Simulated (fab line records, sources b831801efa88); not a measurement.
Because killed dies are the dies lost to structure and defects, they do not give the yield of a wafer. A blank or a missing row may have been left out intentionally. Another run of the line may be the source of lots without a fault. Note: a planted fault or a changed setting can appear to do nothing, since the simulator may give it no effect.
fab line records ; flow sky130
record: lots: 6; wafers: 18; lastDay: 50
route steps=708 shown VIA1@466
lots with no fault: from the same line, run without faults
startH: hours from the record's first day to the start of the lot's first wafer shown ; waitH: hours elapsed since this lot's preceding step ; " the same as in the row above ; L1.1+2: one row covering several wafers at once ; - no value present, or no start provided ; * or withheld: withheld ; < > ~ a bound
route shown NAME@n: names a module that has steps shown in the file, with the first one's number in the route ; usual: mean/standard deviation taken from wafers without a fault ; same: alike in all rows ; chamber/n: place in a boat ; sites: per-site readings ; _std_site: the standard deviation of these ; _edge_site: the outer-site mean with the inner-site mean subtracted ; radiusMm: for every site, how far away it sits from the centre of the wafer ; mask NAME#n: copy n ; behind: tool/chamber where the wafer was last shaped ; hold: reason for holding the lot/hours on hold/outcome of the hold ; device: the transistor (n, p or np) that didn't switch ; end of line: the route-end tests of the same wafers ; for a step that has no rows: nothing shown but its recipe ; killed: not the wafer's yield, but the dies lost to structure and defects at the first sort ; map: shows each die of a wafer: x if killed, . if not, _ if none is there
set.NAME: the setting as run; set.NAME@STEP: as run at that earlier step ; model.NAME: the simulator's own value behind a step, which no gauge read
lots at selected steps of the route; one table per step, one row per wafer
services: from which hour (startH, from the record's first day; less than 0 if before it) a tool's chamber was out of use, for how many hours, and why
== steps ==
step: SKY_VIA1_SOFTBAKE_08
recipe: tempC: 100; timeS: 90; resist: KrF-thick
step: SKY_VIA1_EXPOSE_09
recipe: maskId: VIM; na: 0.8; sourceShape: annular; sigmaInner: 0.55; sigmaOuter: 0.85; targetCdNm: 150; doseMj: 38
step: SKY_VIA1_PEB_10
recipe: pebTempC: withheld; pebTimeS: withheld; resist: KrF-thick
step: SKY_VIA1_DEVELOP_11
recipe: developTimeS: 60; resist: KrF-thick; devTempC: 21
step: SKY_VIA1_CD_MEAS_12
recipe: targetCdNm: 150
usual: cdNm: 149.0/1.7
lot.wafer;tool;chamber;startH;waitH;cdNm
L610.2;cdSem-01;-;845.26;-;149.1
L610.3;cdSem-01;-;845.26;-;147.8
L610.6;cdSem-01;-;845.26;-;148.0
L626.2;cdSem-02;-;931.56;-;149.9
L626.3;cdSem-02;-;931.56;-;152.1
L626.6;cdSem-02;-;931.56;-;151.1
L627.2;cdSem-02;-;932.22;-;149.4
L627.3;cdSem-02;-;932.22;-;150.3
L627.6;cdSem-02;-;932.22;-;150.3
L628.1;cdSem-02;-;939.95;-;146.5
L628.3;cdSem-02;-;939.95;-;147.3
L628.6;cdSem-02;-;939.95;-;146.7
L630.3;cdSem-02;-;957.14;-;150.1
L630.4;cdSem-02;-;957.14;-;149.2
L630.5;cdSem-02;-;957.14;-;149.4
L631.3;cdSem-01;-;960.14;-;145.3
L631.4;cdSem-01;-;960.14;-;145.0
L631.5;cdSem-01;-;960.14;-;145.3
step: SKY_VIA1_OVL_MEAS_13
usual: VIA1_OVL: 0/5.1
lot.wafer;tool;chamber;startH;waitH;VIA1_OVL[nm]
L610.2;overlay-02;-;845.37;0.1;-4
L610.3;overlay-02;-;845.37;0.1;-8
L610.6;overlay-02;-;845.37;0.1;-7
L626.2;overlay-02;-;931.67;0.1;2
L626.3;overlay-02;-;931.67;0.1;-3
L626.6;overlay-02;-;931.67;0.1;-1
L627.2;overlay-02;-;932.33;0.1;7
L627.3;overlay-02;-;932.33;0.1;12
L627.6;overlay-02;-;932.33;0.1;3
L628.1;overlay-01;-;940.07;0.1;2
L628.3;overlay-01;-;940.07;0.1;3
L628.6;overlay-01;-;940.07;0.1;6
L630.3;overlay-02;-;957.23;0.1;-2
L630.4;overlay-02;-;957.23;0.1;2
L630.5;overlay-02;-;957.23;0.1;-8
L631.3;overlay-02;-;960.23;0.1;1
L631.4;overlay-02;-;960.23;0.1;0
L631.5;overlay-02;-;960.23;0.1;1
step: SKY_VIA1_ETCH_14
recipe: chemistry: N2/H2; target: BARC; ionEnergyEv: 200; sourceW: 500; biasW: 100; pressureMtorr: 30; n2FlowSccm: 100; h2FlowSccm: 200; stopOn: SiO2; timeS: 45.9; targetDepthA: 600
usual: drypumpMotorCurrentA: 5.8/0.48; oesProductAu: 0.855/0.0042; throttleValvePct: 13.224/0.009
lot.wafer;tool;chamber;startH;waitH;drypumpMotorCurrentA;oesProductAu;rfHoursCounterH;throttleValvePct
L610.2;rieDiel-01;1;845.40;0.0;5.3;0.854;7;13.236
L610.3;rieDiel-01;3;845.40;0.0;5.4;0.851;9;13.217
L610.6;rieDiel-01;1;845.40;0.0;5.3;0.856;-;13.218
L626.2;rieDiel-02;0;931.70;0.0;5.2;0.860;9;13.218
L626.3;rieDiel-02;2;931.70;0.0;5.8;0.853;7;13.227
L626.6;rieDiel-02;2;931.70;0.0;5.8;0.851;-;13.231
L627.2;rieDiel-01;0;932.36;0.0;6.6;0.860;16;13.217
L627.3;rieDiel-01;3;932.36;0.0;5.5;0.849;12;13.228
L627.6;rieDiel-01;1;932.36;0.0;5.3;0.862;-;13.201
L628.1;rieDiel-02;0;940.11;0.0;5.2;0.858;9;13.221
L628.3;rieDiel-02;3;940.11;0.0;6.5;0.857;8;13.231
L628.6;rieDiel-02;1;940.11;0.0;6.4;0.854;-;13.221
L630.3;rieDiel-01;2;957.25;0.0;5.6;0.852;12;13.224
L630.4;rieDiel-01;0;957.25;0.0;6.7;0.846;16;13.235
L630.5;rieDiel-01;3;957.25;0.0;5.5;0.854;-;13.220
L631.3;rieDiel-02;2;960.26;0.0;5.8;0.851;7;13.213
L631.4;rieDiel-02;1;960.26;0.0;6.3;0.856;9;13.205
L631.5;rieDiel-02;3;960.26;0.0;6.4;0.860;-;13.244
step: SKY_VIA1_ETCH_15
recipe: target: SiO2; chemistry: C4F8/O2/Ar; targetDepthNm: 351; stopOn: TiN; maskMaterial: KrF-thick; sourceW: 1500; biasW: 1200; pressureMtorr: 40; c4f8FlowSccm: withheld; O2_flow_sccm: 6; Ar_flow_sccm: 300; timeS: 54
usual: oesProductAu: 0.981/0.0055
lot.wafer;tool;chamber;startH;waitH;oesProductAu;rfHoursCounterH
L610.2;rieDiel-01;1;845.44;0.0;0.977;7
L610.3;rieDiel-01;3;845.44;0.0;0.981;9
L610.6;rieDiel-01;1;845.44;0.0;0.982;-
L626.2;rieDiel-02;0;931.74;0.0;0.979;9
L626.3;rieDiel-02;2;931.74;0.0;0.977;7
L626.6;rieDiel-02;2;931.74;0.0;0.979;-
L627.2;rieDiel-01;0;932.40;0.0;0.990;16
L627.3;rieDiel-01;3;932.40;0.0;0.978;12
L627.6;rieDiel-01;1;932.40;0.0;0.986;-
L628.1;rieDiel-02;0;940.15;0.0;0.979;9
L628.3;rieDiel-02;3;940.15;0.0;0.970;8
L628.6;rieDiel-02;1;940.15;0.0;0.981;-
L630.3;rieDiel-01;2;957.30;0.0;0.978;12
L630.4;rieDiel-01;0;957.30;0.0;0.981;16
L630.5;rieDiel-01;3;957.30;0.0;0.979;-
L631.3;rieDiel-02;2;960.30;0.0;0.998;7
L631.4;rieDiel-02;1;960.30;0.0;0.980;9
L631.5;rieDiel-02;3;960.30;0.0;0.989;-
step: SKY_VIA1_STRIP_16
recipe: chemistry: O2/N2; powerW: 1400; pressureMtorr: 1500; platenTempC: withheld; o2FlowSccm: 3000; n2FlowSccm: 300; overashFraction: 0.5
usual: drypumpMotorCurrentA: 5.7/0.51; o2FlowSccm: 3001/9.1; oesProductAu: 0.416/0.0047; stripTimeToEndpointS: 4.457/0.017
lot.wafer;tool;chamber;startH;waitH;drypumpMotorCurrentA;o2FlowSccm;oesProductAu;rfHoursCounterH;stripTimeToEndpointS
L610.2;plasmaAsher-03;1;845.49;0.0;5.6;2989;0.419;102;4.439
L610.3;plasmaAsher-03;1;845.49;0.0;5.6;3005;0.406;-;4.426
L610.6;plasmaAsher-03;1;845.49;0.0;5.6;3002;0.419;-;4.453
L626.2;plasmaAsher-02;1;931.79;0.0;5.9;3005;0.418;76;4.470
L626.3;plasmaAsher-02;0;931.79;0.0;4.7;3007;0.418;-;4.456
L626.6;plasmaAsher-02;1;931.79;0.0;5.9;2990;0.412;-;4.458
L627.2;plasmaAsher-02;1;932.45;0.0;5.8;3013;0.424;76;4.443
L627.3;plasmaAsher-02;0;932.45;0.0;4.7;3007;0.415;-;4.465
L627.6;plasmaAsher-02;1;932.45;0.0;5.8;2996;0.425;-;4.486
L628.1;plasmaAsher-01;0;940.20;0.0;5.3;3013;0.416;50;4.452
L628.3;plasmaAsher-01;1;940.20;0.0;6.2;3006;0.422;-;4.465
L628.6;plasmaAsher-01;1;940.20;0.0;6.2;3004;0.420;-;4.449
L630.3;plasmaAsher-03;0;957.38;0.1;6.2;3008;0.416;-;4.445
L630.4;plasmaAsher-03;1;957.38;0.1;5.6;3003;0.423;-;4.450
L630.5;plasmaAsher-03;1;957.38;0.1;5.6;2999;0.412;-;4.425
L631.3;plasmaAsher-02;1;960.38;0.1;5.9;2993;0.420;-;4.439
L631.4;plasmaAsher-02;0;960.38;0.1;4.7;2989;0.419;-;4.453
L631.5;plasmaAsher-02;1;960.38;0.1;5.9;3002;0.418;-;4.492
step: SKY_VIA1_STRIP_17
recipe: chemistry: postEtchResidueRemover; timeS: 1200; tempC: 72.5
step: SKY_VIA1_CLEAN_18
recipe: chemistry: IPA; timeS: 180; tempC: 25
step: SKY_VIA1_CLEAN_19
recipe: chemistry: O3/DIW; dry: n2Spin
step: SKY_VIA1_SPUTTER_20
recipe: material: TiN; targetThkNm: 20; chamberPressurePa: 5; powerW: 4000; timeS: 80
usual: cathodeDcPowerW: 4000.0/0.67; throttleValvePct: 30.0/0.65
lot.wafer;tool;chamber;startH;waitH;cathodeDcPowerW;throttleValvePct;model.TiN_of_VIA1_SPUTTER_20.thkNm
L610.2;pvdSputter-03;-;846.08;0.0;4000.1;29.3;19.79
L610.3;pvdSputter-03;-;846.08;0.0;4001.0;30.3;19.73
L610.6;pvdSputter-03;-;846.08;0.0;4000.3;31.1;19.84
L626.2;pvdSputter-04;-;932.38;0.0;3999.1;29.9;19.89
L626.3;pvdSputter-04;-;932.38;0.0;4000.1;30.5;20.01
L626.6;pvdSputter-04;-;932.38;0.0;4000.8;30.0;20.2
L627.2;pvdSputter-04;-;933.04;0.0;4000.2;29.8;30.16
L627.3;pvdSputter-04;-;933.04;0.0;3999.7;29.9;30.32
L627.6;pvdSputter-04;-;933.04;0.0;3998.9;29.9;30.29
L628.1;pvdSputter-04;-;940.81;0.0;3999.9;30.0;29.9
L628.3;pvdSputter-04;-;940.81;0.0;3999.6;30.1;29.48
L628.6;pvdSputter-04;-;940.81;0.0;4000.7;30.3;29.64
L630.3;pvdSputter-03;-;957.94;0.0;4000.9;31.0;19.86
L630.4;pvdSputter-03;-;957.94;0.0;4000.5;29.3;19.87
L630.5;pvdSputter-03;-;957.94;0.0;4000.4;30.2;19.88
L631.3;pvdSputter-01;-;960.94;0.0;4000.3;28.8;20.41
L631.4;pvdSputter-01;-;960.94;0.0;3998.6;30.0;20.27
L631.5;pvdSputter-01;-;960.94;0.0;4001.1;28.4;20.54
step: SKY_VIA1_CVD_21
recipe: material: W; targetThkNm: 270; timeS: 80.902; tempC: 400; pressureTorr: 40
usual: chamberPressureTorr: 39.99/0.097; heaterPowerW: 851/59
lot.wafer;tool;chamber;startH;waitH;chamberPressureTorr;heaterPowerW
L610.2;cvdW-02;1;846.14;0.0;40.06;877
L610.3;cvdW-02;1;846.14;0.0;39.98;843
L610.6;cvdW-02;0;846.14;0.0;40.14;937
L626.2;cvdW-01;1;932.44;0.0;40.05;829
L626.3;cvdW-01;1;932.44;0.0;40.09;852
L626.6;cvdW-01;0;932.44;0.0;39.98;780
L627.2;cvdW-01;1;933.10;0.0;39.87;838
L627.3;cvdW-01;1;933.10;0.0;39.95;852
L627.6;cvdW-01;1;933.10;0.0;39.78;832
L628.1;cvdW-01;1;940.87;0.0;40.11;851
L628.3;cvdW-01;1;940.87;0.0;39.97;833
L628.6;cvdW-01;1;940.87;0.0;39.96;822
L630.3;cvdW-02;0;958.03;0.1;39.93;920
L630.4;cvdW-02;1;958.03;0.1;40.03;867
L630.5;cvdW-02;0;958.03;0.1;40.08;935
L631.3;cvdW-01;0;961.03;0.1;39.80;748
L631.4;cvdW-01;1;961.03;0.1;39.98;844
L631.5;cvdW-01;1;961.03;0.1;39.97;834
== services ==
tool;chamber;startH;hours;kind
rieDiel-01;0;826.50;8.2;repair
rieDiel-02;2;827.57;9.4;repair
cvdW-02;-;827.84;0.3;repair
plasmaAsher-03;-;840.18;2.8;pm
cvdW-01;-;856.22;0.8;repair
plasmaAsher-02;-;864.68;1.4;repair
rieDiel-01;3;865.09;3.4;repair
pvdSputter-04;2;877.67;-;consumableReplace:kit
pvdSputter-04;2;877.67;18.0;scheduledDown
pvdSputter-04;2;877.67;18.0;ventCycle
cvdW-01;-;904.00;14.0;pm
cvdW-01;0;904.00;14.0;ventCycle
cvdW-01;1;904.00;14.0;ventCycle
cvdW-01;0;918.00;-;clean
cvdW-01;1;918.00;-;clean
pvdSputter-01;-;923.36;0.9;repair
rieDiel-02;3;947.82;7.6;repair
rieDiel-01;0;958.66;5.5;repair
== key ==
firstSign none at tools or gauges
modelEffect: step: SKY_VIA1_SPUTTER_20; value: TiN_of_VIA1_SPUTTER_20.thkNm; without: 20.09; struck: 29.96
metAt SKY_VIA1_SPUTTER_20
struckWafers L627.2,L627.3,L627.6,L628.1,L628.3,L628.6
onsetBetween 932.38 933.04
fault: kind: processParameterDrift; tool: pvdSputter-04; chamber: -; onsetH: 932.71; steps: SKY_VIA1_SPUTTER_20; channel: targetThkNm; offset: 9.8685; shape: step; endH: 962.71; actsIn: theseRecipesOnly; stated: 20
